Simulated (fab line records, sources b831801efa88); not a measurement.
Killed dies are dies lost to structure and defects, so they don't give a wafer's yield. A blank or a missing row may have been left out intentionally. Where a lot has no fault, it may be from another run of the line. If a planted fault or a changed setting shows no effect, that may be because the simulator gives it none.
A struck lot beside a sound one | flow sky130 | 43 steps out of a route of 708
Sound: these wafers, L235.1, L235.4, L235.5. Wafers L245.4, L245.5, L245.6 were the ones struck. At the end, the cause is stated.
At each step with rows: each side's tool, then ch and its chambers, then its first start. Under that, the readings that differ: sound wafers | struck wafers | difference of the means | sigmas: that difference in standard deviations of wafers without a fault.
alike: same words and numbers on both sides, and readings whose means sit less than 2 such deviations apart. not compared: any withheld reading, any reading some wafer has no value for, any bound like >300 that may hide the same value, and any number with overlapping values for which the record gives no deviation.
The two part at a step that has a row with sigmas, a row that says differs or no value, or rows on one side only. Numbers that have no deviation but don't overlap get no sigmas and don't part them. A reading missing from all wafers of one side parts the sides only when that side holds two or more wafers.

first, 5 steps without rows for these wafers: SKY_METAL3_COAT_08 (resist thk 1140 nm); SKY_METAL3_SOFTBAKE_09 (time 90 s); SKY_METAL3_EXPOSE_10 (exposes mask MM3, target cd 300 nm); SKY_METAL3_PEB_11; SKY_METAL3_DEVELOP_12 (develop time 60 s).
SKY_METAL3_CD_MEAS_13 targets a cd of 300 nm.
  sound on cd-sem-02, day 39 01:40; struck on cd-sem-01, day 43 03:05
  alike: cd-nm
SKY_METAL3_OVL_MEAS_14:
  sound on overlay-02, day 39 01:47; struck on overlay-01, day 43 03:10
  alike: METAL3_OVL
then, 1 step without rows for these wafers: SKY_METAL3_DESCUM_15 (chemistry O2, time 8 s).
SKY_METAL3_ETCH_16: etches BARC in N2/H2, stops on SiO2, time 88.2 s, target depth 60 nm.
  sound on rie-metal-04 ch 0,1, day 39 01:52; struck on rie-metal-03 ch 0,1, day 43 03:14
  alike: drypump-motor-current-A, oes-product-au, throttle-valve-pct
  not compared: rf-hours-counter-h
then, 3 steps without rows for these wafers: SKY_METAL3_ETCH_17 (etches SiO2 in C4F8/O2/Ar, stops on TiN, time 3.9 s, target depth 15 nm); SKY_METAL3_METAL_ETCH_18 (etches the open film in Cl2/BCl3, stops on SiO2, target depth 845 nm, time 183.1 s); SKY_METAL3_STRIP_19 (strips in O2/N2).
SKY_METAL3_STRIP_20: strips in post etch residue remover, time 1200 s.
  sound on wet-bench-04 ch 2, day 39 02:16; struck on wet-bench-04 ch 0, day 43 03:37
  reading               | sound          | struck         | difference | sigmas
  bath-guard-temp-C (C) | 71.7 72.0 71.4 | 73.3 73.2 73.0 | +1.5       | +2
then, 3 steps without rows for these wafers: SKY_METAL3_CLEAN_21 (cleans in IPA, time 180 s); SKY_METAL3_CLEAN_22 (cleans in O3/DIW); SKY_VIA3_HDPCVD_00 (deposits SiO2, target thk 1635 nm, time 272.5 s).
SKY_VIA3_THK_MEAS_01:
  sound on film-metro-02, day 39 03:00; struck on film-metro-02, day 43 04:18
  alike: VIA3_HDPCVD_THK
then, 1 step without rows for these wafers: SKY_VIA3_CMP_02 (polishes SiO2).
SKY_VIA3_BOW_MEAS_03:
  sound on film-metro-02, day 39 03:37; struck on film-metro-04, day 43 04:41
  alike: VIA3_BOW
then, 8 steps without rows for these wafers: SKY_VIA3_DEHYDRATE_04 (time 60 s); SKY_VIA3_HMDS_05 (prime time 60 s); SKY_VIA3_COAT_06 (resist thk 60 nm); SKY_VIA3_COAT_07 (resist thk 450 nm); SKY_VIA3_SOFTBAKE_08 (time 90 s); SKY_VIA3_EXPOSE_09 (exposes mask VIM3, target cd 200 nm); SKY_VIA3_PEB_10; SKY_VIA3_DEVELOP_11 (develop time 60 s).
SKY_VIA3_CD_MEAS_12 targets a cd of 200 nm.
  sound on cd-sem-02, day 40 03:59; struck on cd-sem-01, day 44 03:24
  alike: cd-nm
SKY_VIA3_OVL_MEAS_13:
  sound on overlay-02, day 40 04:07; struck on overlay-02, day 44 03:29
  alike: VIA3_OVL
SKY_VIA3_ETCH_14: etches BARC in N2/H2, stops on SiO2, time 45.9 s, target depth 60 nm.
  sound on rie-diel-03 ch 0,1,2, day 40 04:09; struck on rie-diel-02 ch 1,2,3, day 44 03:30
  alike: drypump-motor-current-A, oes-product-au, throttle-valve-pct
  not compared: rf-hours-counter-h
then, 5 steps without rows for these wafers: SKY_VIA3_ETCH_15 (etches SiO2 in C4F8/O2/Ar, stops on TiN, target depth 507 nm, time 78 s); SKY_VIA3_STRIP_16 (strips in O2/N2); SKY_VIA3_STRIP_17 (strips in post etch residue remover, time 1200 s); SKY_VIA3_CLEAN_18 (cleans in IPA, time 180 s); SKY_VIA3_CLEAN_19 (cleans in O3/DIW).
SKY_VIA3_SPUTTER_20: material TiN, target thk 20 nm, time 80 s.
  sound on pvd-sputter-03, day 40 04:53; struck on pvd-sputter-04, day 44 04:11
  alike: throttle-valve-pct
then, 1 step without rows for these wafers: SKY_VIA3_CVD_21 (deposits W, target thk 390 nm, time 117.31 s).
SKY_VIA3_RS_MEAS_22: uses a four-point probe to measure.
  sound on film-metro-02, day 40 05:11; struck on film-metro-02, day 44 04:26
  alike: VIA3_W_RS
SKY_VIA3_THK_MEAS_23: measures by xrf.
  sound on film-metro-02, day 40 05:19; struck on film-metro-02, day 44 04:31
  alike: VIA3_W_THK
SKY_VIA3_CMP_24: polishes, stops on SiO2, t overpolish 20 s, target thk 0 nm.
  sound on cmp-01 ch 1,2, day 40 05:22; struck on cmp-01 ch 0,1,2, day 44 04:39
  reading                | sound     | struck   | difference | sigmas
  time-to-endpoint-s (s) | 99 100 99 | 88 95 87 | -9         | -3
  alike: edge-zone-pressure-frac, motor-current-A, overpolish-run-s, slurry-filter-dp-kPa
SKY_METAL4_SPUTTER_00: material Ti, target thk 15 nm, time 10 s.
  sound on pvd-sputter-02, day 40 05:40; struck on pvd-sputter-03, day 44 04:51
  alike: throttle-valve-pct
then, 1 step without rows for these wafers: SKY_METAL4_SPUTTER_01 (material TiN, target thk 20 nm, time 17.31 s).
-- the record jumps here: 5 days lie between the struck wafers' starts before and after (it left off in module METAL4 and takes up again in module PAD_OPEN, whose first step shown is number 708 of the route) --
SKY_PAD_OPEN_PROBE_99:
  sound on prober-02, day 46 05:19; struck on prober-02, day 49 11:19
  reading                               | sound            | struck            | difference | sigmas
  defect-limited-yield (%)              | 80.5 79.7 81.1   | 70.7 73.0 71.7    | -8.6       | -5
  killed_at_M0_to_M3                    | 60 59 46         | 89 84 95          | +34        | +5
  killed-dies                           | 96 100 93        | 144 133 139       | +42        | +4
  sort_bin_3_pad_short (%)              | 1.0 1.0 1.2      | 2.2 2.0 2.8       | +1.3       | +3
  sort_bin_5_function (%)               | 12.2 10.4 12.8   | 18.5 16.5 18.3    | +6.0       | +4
  sort-n-pass                           | 396 392 399      | 348 359 353       | -42        | -4
  sort-yield-pct (%)                    | 80.5 79.7 81.1   | 70.7 73.0 71.7    | -8.6       | -5
  model.etest.tester.sort-n-pass        | 396 392 399      | 348 359 353       | -42        |
  model.etest.tester.sort-yield-pct (%) | 80.49 79.67 81.1 | 70.73 72.97 71.75 | -8.60      |
  model.etest.tester.sort_bin_5_pct (%) | 12.2 10.37 12.8  | 18.5 16.46 18.29  | +6.0       |
  model.etest.tester.sort_bin_3_pct (%) | 1.016 1.016 1.22 | 2.236 2.033 2.846 | +1.288     |
  alike: killed_at_M4_up, killed-at-contacts, killed-at-front-end, killed-at-other, killed-open, killed-short, sort_bin_6_memory

WHERE THEY PART
Earliest at SKY_METAL3_STRIP_20; latest, in this record, at SKY_PAD_OPEN_PROBE_99.

WHY: what the simulator had put in
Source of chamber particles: wet-bench-04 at SKY_METAL3_STRIP_20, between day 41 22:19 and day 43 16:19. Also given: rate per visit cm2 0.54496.
